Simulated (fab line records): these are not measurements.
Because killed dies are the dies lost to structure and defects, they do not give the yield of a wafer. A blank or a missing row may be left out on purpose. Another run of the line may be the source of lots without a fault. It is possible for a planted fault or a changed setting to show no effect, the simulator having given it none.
A lot that was struck, set against a sound lot | flow sky130 | 17 steps out of a route of 708
Sound: these wafers, L391.2, L391.3, L391.6. Struck: wafer L386.6 (L386.1, L386.5, from the same lot, were not struck and are left out); the cause is given at the end.
At each step with rows: each side's tool, then ch and its chambers, then its first start. Under that, the readings that differ: sound wafers | struck wafers | difference of the means | sigmas: that difference in standard deviations of wafers without a fault.
alike: a reading whose means differ by less than 2 such deviations, as well as words and numbers matching on both sides. not compared: withheld readings; readings where some wafer has no value; bounds like >300 that might hide an equal value; numbers whose values overlap and for which the record gives no deviation.
Wherever a step has rows on one side only, a row that says differs or no value, or a row with sigmas, the two part there. When numbers do not overlap yet have no deviation, they are printed without sigmas and do not part them. A reading that every wafer of one side lacks parts them only if that side has two wafers or more.

first, 3 steps without rows for these wafers: SKY_VIA1_EXPOSE_09 (exposes mask VIM, target cd 150 nm); SKY_VIA1_PEB_10; SKY_VIA1_DEVELOP_11 (develop time 60 s).
SKY_VIA1_CD_MEAS_12: target cd 150 nm.
  sound: cd-sem-02 at day 40 03:43; struck: cd-sem-01 at day 38 19:22
  alike: cd-nm
SKY_VIA1_OVL_MEAS_13:
  sound: overlay-01 at day 40 03:49; struck: overlay-01 at day 38 19:29
  alike: VIA1_OVL
SKY_VIA1_ETCH_14: etches BARC in N2/H2, stops on SiO2, time 45.9 s, target depth 60 nm.
  sound on rie-diel-03 ch 1,2,3, day 40 03:51; struck on rie-diel-03 ch 2, day 38 19:32
  alike: drypump-motor-current-A, oes-product-au, throttle-valve-pct
  not compared: rf-hours-counter-h
SKY_VIA1_ETCH_15: etches SiO2 in C4F8/O2/Ar, stops on TiN, target depth 351 nm, time 54 s.
  sound on rie-diel-03 ch 1,2,3, day 40 03:53; struck on rie-diel-03 ch 2, day 38 19:34
  alike: oes-product-au
  not compared: rf-hours-counter-h
SKY_VIA1_STRIP_16: strips in O2/N2.
  sound on plasma-asher-04 ch 1, day 40 03:56; struck on plasma-asher-04 ch 0, day 38 19:37
  reading                      | sound             | struck | difference | sigmas
  strip-time-to-endpoint-s (s) | 4.478 4.521 4.456 | 4.414  | -0.071     | -3
  alike: drypump-motor-current-A, o2-flow-sccm, oes-product-au
  not compared: rf-hours-counter-h
then, 3 steps without rows for these wafers: SKY_VIA1_STRIP_17 (strips in post etch residue remover, time 1200 s); SKY_VIA1_CLEAN_18 (cleans in IPA, time 180 s); SKY_VIA1_CLEAN_19 (cleans in O3/DIW).
SKY_VIA1_SPUTTER_20: material TiN, target thk 20 nm, time 80 s.
  sound: pvd-sputter-01 at day 40 04:35; struck: pvd-sputter-04 at day 38 20:13
  alike: cathode-dc-power-W, chamber-pressure-pa, throttle-valve-pct
SKY_VIA1_CVD_21: deposits W, target thk 270 nm, time 80.902 s.
  sound on cvd-w-02 ch 0, day 40 04:39; struck on cvd-w-01 ch 1, day 38 20:16
  reading                            | sound             | struck | difference | sigmas
  heater-power-outer-w (W)           | 429 430 424       | 548    | +120       | +3
  heater-power-w (W)                 | 703 694 683       | 805    | +112       | +2
  model.W_of_VIA1_CVD_21.thk-nm (nm) | 267.2 266.7 270.3 | 239.4  | -28.7      |
  not compared: since-wet-clean-h
SKY_VIA1_RS_MEAS_22: measurement is done with a four-point probe.
  sound: film-metro-01 at day 40 04:46; struck: film-metro-04 at day 38 20:22
  reading            | sound             | struck | difference | sigmas
  VIA1_W_RS (ohm/sq) | 0.431 0.432 0.426 | 0.484  | +0.054     | +9
SKY_VIA1_THK_MEAS_23: measures by xrf.
  sound: film-metro-01 at day 40 04:53; struck: film-metro-04 at day 38 20:29
  reading         | sound       | struck | difference | sigmas
  VIA1_W_THK (nm) | 273 271 274 | 242    | -31        | -7
SKY_VIA1_CMP_24: polishes, stops on SiO2, t overpolish 15 s, target thk 0 nm.
  sound on cmp-01 ch 1,2, day 40 04:56; struck on cmp-01 ch 0, day 38 20:32
  reading             | sound          | struck | difference | sigmas
  motor-current-A (A) | 11.1 10.7 11.4 | 12.9   | +1.8       | +2
-- the record jumps here: 11 days lie between the struck wafers' starts before and after (it left off in module VIA1 and takes up again in module PAD_OPEN, whose first step shown is number 708 of the route) --
SKY_PAD_OPEN_PROBE_99:
  sound: prober-01 at day 50 09:21; struck: prober-02 at day 49 11:24
  reading                  | sound          | struck | difference | sigmas
  defect-limited-yield (%) | 84.6 87.6 80.7 | 78.7   | -5.6       | -3
  killed-at-front-end      | 14 17 15       | 29     | +14        | +3
  killed-dies              | 76 61 95       | 105    | +28        | +3
  killed-on-rim            | 12 6 16        | 26     | +15        | +4
  killed-open              | 40 33 54       | 60     | +18        | +2
  sort_bin_5_function (%)  | 9.8 6.9 12.2   | 13.6   | +4.0       | +3
  sort-n-pass              | 416 431 397    | 387    | -28        | -3
  sort-yield-pct (%)       | 84.6 87.6 80.7 | 78.7   | -5.6       | -3
  alike: killed_at_M0_to_M3, killed_at_M4_up, killed-at-contacts, killed-at-other, killed-short, sort_bin_3_pad_short, sort_bin_6_memory

== WHERE THEY PART ==
Earliest at SKY_VIA1_STRIP_16; latest, in this record, at SKY_PAD_OPEN_PROBE_99.

WHY: what the simulator had put in
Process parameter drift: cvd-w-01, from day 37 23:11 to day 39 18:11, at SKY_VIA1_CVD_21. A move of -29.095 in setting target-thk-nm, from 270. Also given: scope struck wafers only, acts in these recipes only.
